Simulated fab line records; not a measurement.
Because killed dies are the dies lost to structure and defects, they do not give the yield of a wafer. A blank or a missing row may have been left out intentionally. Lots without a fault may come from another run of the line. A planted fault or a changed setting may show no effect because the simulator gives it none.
Chamber matching ; flow sky130 ; SKY_VIA3_CMP_24 on cmp-01: 4 sister chambers
The step polishes, stops on SiO2, t overpolish 20 s, target thk 0 nm. 4 wafers are shown with their chamber, then 6 later ones without.

== EACH WAFER AND ITS CHAMBER ==
wafer;chamber;motor current A (A)
L538.1;3;10.8
L551.1;0;9.9
L551.3;1;11.8
L551.6;2;10.3

== WAFERS MISSING THEIR CHAMBER ==
wafer;motor current A (A)
L556.1;9.8
L556.4;10.6
L556.6;12.2
L557.2;11.1
L557.5;12.0
L557.6;10.4

== THE CHAMBER EACH PASSED THROUGH ==
wafer;from the rows above;in truth
L556.1;can't be placed: 0 or 2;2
L556.4;can't be placed: 3 or 2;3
L556.6;1;1
L557.2;can't be placed: 3 or 1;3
L557.5;1;1
L557.6;can't be placed: 2 or 3 or 0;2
2 of 6 placed correctly. Can't be placed from these rows: 4 (the true chamber is among the candidates in 4). Placed wrongly: 0.
How it was worked out, from the rows above alone: a wafer's distance from a chamber is the root of the sum, over the readings, of the square of ((its reading less the chamber's mean) divided by the reading's scatter). If the next closest chamber is less than 2 further off than the closest, the wafer can't be placed; otherwise it belongs to the closest. For every chamber, the mean is computed from those of its wafers that are shown. The scatter: root of mean squared gap, hidden wafer to nearest shown wafer, with one shown wafer a chamber.
